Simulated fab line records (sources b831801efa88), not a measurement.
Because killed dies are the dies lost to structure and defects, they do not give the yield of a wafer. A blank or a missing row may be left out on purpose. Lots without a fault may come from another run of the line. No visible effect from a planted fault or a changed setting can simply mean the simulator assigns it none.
Matching of chambers || flow sky130 || SKY_FIELD_ISO_ETCH_17 on rieSi-01 has 4 sister chambers
The step etches Si in HBr/Cl2/O2, target depth 342 nm, time 97.7 s. 8 wafers are shown with their chamber, then 8 later ones without.

== WAFERS, EACH WITH ITS CHAMBER ==
{"wafer": "L225.1", "chamber": 3, "drypumpMotorCurrentA (A)": 6.0, "rfFwdPowerW (W)": 593.4}
{"wafer": "L225.5", "chamber": 0, "drypumpMotorCurrentA (A)": 5.7, "rfFwdPowerW (W)": 597.4}
{"wafer": "L233.4", "chamber": 0, "drypumpMotorCurrentA (A)": 5.7, "rfFwdPowerW (W)": 597.5}
{"wafer": "L236.5", "chamber": 2, "drypumpMotorCurrentA (A)": 6.1, "rfFwdPowerW (W)": 596.8}
{"wafer": "L238.1", "chamber": 2, "drypumpMotorCurrentA (A)": 6.1, "rfFwdPowerW (W)": 595.4}
{"wafer": "L238.2", "chamber": 3, "drypumpMotorCurrentA (A)": 5.9, "rfFwdPowerW (W)": 595.0}
{"wafer": "L238.5", "chamber": 1, "drypumpMotorCurrentA (A)": 4.9, "rfFwdPowerW (W)": 592.0}
{"wafer": "L240.1", "chamber": 1, "drypumpMotorCurrentA (A)": 5.0, "rfFwdPowerW (W)": 594.1}

== WAFERS WHOSE CHAMBER IS MISSING ==
{"wafer": "L240.5", "drypumpMotorCurrentA (A)": 5.6, "rfFwdPowerW (W)": 594.1}
{"wafer": "L240.6", "drypumpMotorCurrentA (A)": 6.0, "rfFwdPowerW (W)": 596.9}
{"wafer": "L244.1", "drypumpMotorCurrentA (A)": 6.1, "rfFwdPowerW (W)": 597.0}
{"wafer": "L244.4", "drypumpMotorCurrentA (A)": 5.6, "rfFwdPowerW (W)": 597.7}
{"wafer": "L244.6", "drypumpMotorCurrentA (A)": 6.1, "rfFwdPowerW (W)": 600.5}
{"wafer": "L245.1", "drypumpMotorCurrentA (A)": 6.1, "rfFwdPowerW (W)": 595.0}
{"wafer": "L245.4", "drypumpMotorCurrentA (A)": 6.0, "rfFwdPowerW (W)": 591.2}
{"wafer": "L245.6", "drypumpMotorCurrentA (A)": 6.0, "rfFwdPowerW (W)": 593.1}

== WHICH CHAMBER EACH ONE RAN IN ==
{"wafer": "L240.5", "from the rows above": 0, "in truth": 0}
{"wafer": "L240.6", "from the rows above": "can't be placed: 2 or 3", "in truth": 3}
{"wafer": "L244.1", "from the rows above": 2, "in truth": 2}
{"wafer": "L244.4", "from the rows above": 0, "in truth": 0}
{"wafer": "L244.6", "from the rows above": 2, "in truth": 2}
{"wafer": "L245.1", "from the rows above": 2, "in truth": 2}
{"wafer": "L245.4", "from the rows above": 3, "in truth": 3}
{"wafer": "L245.6", "from the rows above": 3, "in truth": 3}
Correct placement for 7 of the 8. Cannot be placed on the basis of these rows: 1; the candidates contain the true chamber in 1. Number placed wrongly: 0.
How it was worked out, from the rows above alone: a wafer's distance from a chamber is the root of the sum, over the readings, of the square of ((its reading less the chamber's mean) divided by the reading's scatter). The wafer belongs to the nearest chamber; if the next one is less than 2 further off, it can't be placed. For every chamber, the mean is computed from those of its wafers that are shown. The scatter: take each reading less its chamber's mean, square it, sum over the shown wafers, divide by the number of wafers less the number of chambers, and take the root.
